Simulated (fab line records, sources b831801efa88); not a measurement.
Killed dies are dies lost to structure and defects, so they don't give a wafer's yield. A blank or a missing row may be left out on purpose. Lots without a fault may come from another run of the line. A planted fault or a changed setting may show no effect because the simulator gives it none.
Which tool did it? | flow sky130 | 15 lots, 45 wafers sampled, at 5 steps of a route of 708

WHAT THE GAUGES READ, wafer by wafer
SKY_SD_P_CD_MEAS_07: target cd 380 nm.
lot  | measured     | on        | cd_nm (nm)
L892 | day 25 16:16 | cd_sem-02 | 380.1 380.9 376.9
L893 | day 25 18:22 | cd_sem-01 | 380.3 382.2 379.5
L897 | day 27 04:10 | cd_sem-02 | 381.7 378.5 379.7
L898 | day 28 18:04 | cd_sem-02 | 378.8 378.9 378.5
L900 | day 28 18:26 | cd_sem-01 | 382.3 378.9 377.5
L899 | day 28 19:40 | cd_sem-02 | 374.2 375.1 374.0
L901 | day 28 21:35 | cd_sem-01 | 383.8 383.0 383.8
L906 | day 30 07:59 | cd_sem-01 | 377.3 377.2 377.0
L907 | day 30 09:49 | cd_sem-01 | 382.0 380.0 381.7
L909 | day 31 02:31 | cd_sem-02 | 380.3 381.9 381.1
L910 | day 31 19:43 | cd_sem-02 | 377.2 378.6 378.5
L911 | day 31 22:08 | cd_sem-02 | 379.6 379.2 376.6
L912 | day 32 03:02 | cd_sem-01 | 378.5 377.7 376.6
L914 | day 32 18:08 | cd_sem-02 | 380.2 380.3 380.8
L915 | day 33 01:07 | cd_sem-02 | 377.4 380.7 378.5

SKY_SD_N_TW_MEAS_12.
lot  | measured     | on            | SD_N_TW
L892 | day 28 01:40 | film_metro-04 | 3966 3973 3964
L893 | day 28 03:40 | film_metro-04 | 3966 3983 3966
L897 | day 29 13:05 | film_metro-02 | 30 30 30
L898 | day 31 01:58 | film_metro-02 | 30 30 30
L900 | day 31 02:37 | film_metro-04 | 29 29 29
L899 | day 31 03:19 | film_metro-04 | 3856 3871 3854
L901 | day 31 06:01 | film_metro-02 | 3993 3956 3971
L906 | day 32 15:38 | film_metro-02 | 3969 3973 3968
L907 | day 32 18:24 | film_metro-04 | 3910 3890 3893
L909 | day 33 08:33 | film_metro-01 | 3984 3993 3985
L910 | day 34 01:13 | film_metro-02 | 3976 3969 3979
L911 | day 34 03:29 | film_metro-02 | 3956 3998 3966
L912 | day 34 06:44 | film_metro-01 | 3950 3947 3955
L914 | day 35 00:05 | film_metro-02 | 3935 3937 3953
L915 | day 35 06:34 | film_metro-02 | 3974 3956 3956

WHICH TOOL RAN EACH LOT (tool, then ch and the chambers of the sampled wafers, then the start)
lot  | SKY_POLY_CUT_STRIP_12                | SKY_RES_XHIGH_STRIP_08               | SKY_SD_N_STRIP_11
L892 | plasma_asher-02 ch 0,1, day 24 10:46 | plasma_asher-04 ch 1, day 26 19:22   | plasma_asher-03 ch 0,1, day 28 01:34
L893 | plasma_asher-01 ch 0,1, day 24 13:34 | plasma_asher-02 ch 0,1, day 26 22:25 | plasma_asher-02 ch 0,1, day 28 03:34
L897 | plasma_asher-02 ch 0,1, day 26 00:04 | plasma_asher-02 ch 0,1, day 28 09:22 | plasma_asher-03 ch 0,1, day 29 12:59
L898 | plasma_asher-01 ch 0,1, day 27 14:25 | plasma_asher-01 ch 0,1, day 29 21:49 | plasma_asher-02 ch 0,1, day 31 01:52
L900 | plasma_asher-02 ch 0,1, day 27 14:26 | plasma_asher-04 ch 0,1, day 29 22:10 | plasma_asher-04 ch 0,1, day 31 02:31
L899 | plasma_asher-03 ch 0,1, day 27 14:46 | plasma_asher-02 ch 0,1, day 29 23:04 | plasma_asher-02 ch 0,1, day 31 03:13
L901 | plasma_asher-02 ch 0,1, day 27 16:33 | plasma_asher-01 ch 0,1, day 30 01:13 | plasma_asher-04 ch 0,1, day 31 05:55
L906 | plasma_asher-01 ch 0,1, day 29 03:45 | plasma_asher-01 ch 0, day 31 12:22   | plasma_asher-03 ch 0,1, day 32 15:31
L907 | plasma_asher-02 ch 0,1, day 29 06:10 | plasma_asher-02 ch 0,1, day 31 14:31 | plasma_asher-04 ch 0,1, day 32 18:18
L909 | plasma_asher-01 ch 0,1, day 29 22:53 | plasma_asher-04 ch 0,1, day 32 05:57 | plasma_asher-03 ch 0,1, day 33 08:28
L910 | plasma_asher-02 ch 0,1, day 30 15:34 | plasma_asher-02 ch 0,1, day 32 23:01 | plasma_asher-03 ch 0,1, day 34 01:07
L911 | plasma_asher-02 ch 0,1, day 30 17:58 | plasma_asher-02 ch 0,1, day 33 00:58 | plasma_asher-04 ch 0,1, day 34 03:23
L912 | plasma_asher-03 ch 0,1, day 31 00:16 | plasma_asher-02 ch 0,1, day 33 05:31 | plasma_asher-02 ch 0, day 34 06:37
L914 | plasma_asher-01 ch 0,1, day 31 15:11 | plasma_asher-04 ch 0,1, day 33 22:01 | plasma_asher-03 ch 0,1, day 34 23:59
L915 | plasma_asher-01 ch 0,1, day 31 23:01 | plasma_asher-01 ch 0,1, day 34 03:52 | plasma_asher-02 ch 0,1, day 35 06:28
- SKY_POLY_CUT_STRIP_12: strips in O2/N2.
- SKY_RES_XHIGH_STRIP_08: strips in O2/N2.
- SKY_SD_N_STRIP_11: strips in O2/N2.

WHAT THE TOOLS THEMSELVES READ (means of the sampled wafers that have a number; where no wafer has one, the mark that the record gives instead)
SKY_POLY_CUT_STRIP_12.
lot  | tool            | chamber_pressure_mTorr (mTorr) | drypump_motor_current_A (A) | oes_product_au (a.u.) | strip_time_to_endpoint_s (s)
L892 | plasma_asher-02 | 1499.6                         | 6.1                         | 0.455                 | 5.346
L893 | plasma_asher-01 | 1499.6                         | 5.4                         | 0.453                 | 5.364
L897 | plasma_asher-02 | 1498.9                         | 6.0                         | 0.451                 | 5.337
L898 | plasma_asher-01 | 1497.7                         | 5.5                         | 0.450                 | 5.328
L900 | plasma_asher-02 | 1500.0                         | 6.1                         | 0.455                 | 5.353
L899 | plasma_asher-03 | 1499.7                         | 6.5                         | 0.454                 | 5.347
L901 | plasma_asher-02 | 1500.0                         | 6.1                         | 0.451                 | 5.336
L906 | plasma_asher-01 | 1499.4                         | 5.5                         | 0.450                 | 5.343
L907 | plasma_asher-02 | 1499.8                         | 6.1                         | 0.452                 | 5.354
L909 | plasma_asher-01 | 1498.8                         | 5.9                         | 0.454                 | 5.348
L910 | plasma_asher-02 | 1498.6                         | 6.1                         | 0.447                 | 5.342
L911 | plasma_asher-02 | 1500.4                         | 6.1                         | 0.452                 | 5.330
L912 | plasma_asher-03 | 1499.2                         | 6.4                         | 0.451                 | 5.352
L914 | plasma_asher-01 | 1500.9                         | 6.0                         | 0.450                 | 5.365
L915 | plasma_asher-01 | 1499.0                         | 5.9                         | 0.447                 | 5.348

SKY_RES_XHIGH_STRIP_08.
lot  | tool            | chamber_pressure_mTorr (mTorr) | drypump_motor_current_A (A) | oes_product_au (a.u.) | strip_time_to_endpoint_s (s)
L892 | plasma_asher-04 | 1499.7                         | 5.4                         | 0.717                 | 14.25
L893 | plasma_asher-02 | 1500.6                         | 6.1                         | 0.711                 | 14.26
L897 | plasma_asher-02 | -                              | -                           | -                     | -
L898 | plasma_asher-01 | -                              | -                           | -                     | -
L900 | plasma_asher-04 | -                              | -                           | -                     | -
L899 | plasma_asher-02 | 1499.6                         | 6.1                         | 0.712                 | 14.28
L901 | plasma_asher-01 | 1498.5                         | 5.9                         | 0.711                 | 14.30
L906 | plasma_asher-01 | 1501.4                         | 5.0                         | 0.710                 | 14.25
L907 | plasma_asher-02 | 1500.7                         | 6.1                         | 0.709                 | 14.24
L909 | plasma_asher-04 | 1500.2                         | 5.4                         | 0.717                 | 14.23
L910 | plasma_asher-02 | 1499.0                         | 6.1                         | 0.708                 | 14.30
L911 | plasma_asher-02 | 1500.1                         | 6.0                         | 0.710                 | 14.23
L912 | plasma_asher-02 | 1500.5                         | 6.1                         | 0.709                 | 14.26
L914 | plasma_asher-04 | 1499.0                         | 5.4                         | 0.707                 | 14.26
L915 | plasma_asher-01 | 1499.2                         | 6.0                         | 0.707                 | 14.22

SKY_SD_N_STRIP_11.
lot  | tool            | chamber_pressure_mTorr (mTorr) | drypump_motor_current_A (A) | oes_product_au (a.u.) | strip_time_to_endpoint_s (s)
L892 | plasma_asher-03 | 1500.7                         | 6.5                         | 0.524                 | 22.53
L893 | plasma_asher-02 | 1500.2                         | 6.1                         | 0.533                 | 22.61
L897 | plasma_asher-03 | 1500.0                         | 6.4                         | 0.612                 | 39.42
L898 | plasma_asher-02 | 1500.1                         | 6.1                         | 0.616                 | 39.54
L900 | plasma_asher-04 | 1498.7                         | 5.5                         | 0.618                 | 39.42
L899 | plasma_asher-02 | 1500.3                         | 6.1                         | 0.530                 | 22.55
L901 | plasma_asher-04 | 1500.7                         | 5.4                         | 0.532                 | 22.49
L906 | plasma_asher-03 | 1500.4                         | 6.4                         | 0.525                 | 22.61
L907 | plasma_asher-04 | 1500.0                         | 5.4                         | 0.530                 | 22.47
L909 | plasma_asher-03 | 1500.6                         | 6.4                         | 0.528                 | 22.51
L910 | plasma_asher-03 | 1500.4                         | 6.4                         | 0.527                 | 22.53
L911 | plasma_asher-04 | 1500.1                         | 5.4                         | 0.526                 | 22.58
L912 | plasma_asher-02 | 1498.6                         | 6.2                         | 0.530                 | 22.56
L914 | plasma_asher-03 | 1500.3                         | 6.4                         | 0.525                 | 22.45
L915 | plasma_asher-02 | 1501.1                         | 6.1                         | 0.523                 | 22.57

THE ANSWER, worked out from the rows above alone
Rule: what is usual is taken from the lots themselves. Put in order of their means at a reading, lots are off if they are a third of the lots or fewer, leave a main group of 4 or more, and stand apart from it by a gap of 3 or more times the standard deviation of the main group's means; of several such gaps the widest counts. A main group whose means are all the same, to the digits that the tables above print for the reading, isn't used. A lot without any number at a reading at which 4 lots or more have one is off too. The other lots that the step has rows for count as sound. The gauges are gone through in route order, then the tools' own readings, and for those a lot's mean is taken as printed above. The first step at which some lot is off is used, and at that step the reading that is off furthest; a lot without a number counts as furthest.
Off: L897, L898, L900, at SKY_SD_N_TW_MEAS_12 (SD_N_TW). The main group: mean 3953, standard deviation 36.
A tool fits if, at a process step before that reading, it ran every lot that is off, and no sound lot after the first of them. The gauges at SKY_SD_N_TW_MEAS_12 aren't tried: what is off there is off at SKY_RES_XHIGH_STRIP_08 too, on other tools, and a gauge's error can't cause that. None of those tried fits.

WHAT THE SIMULATOR HAD PUT IN
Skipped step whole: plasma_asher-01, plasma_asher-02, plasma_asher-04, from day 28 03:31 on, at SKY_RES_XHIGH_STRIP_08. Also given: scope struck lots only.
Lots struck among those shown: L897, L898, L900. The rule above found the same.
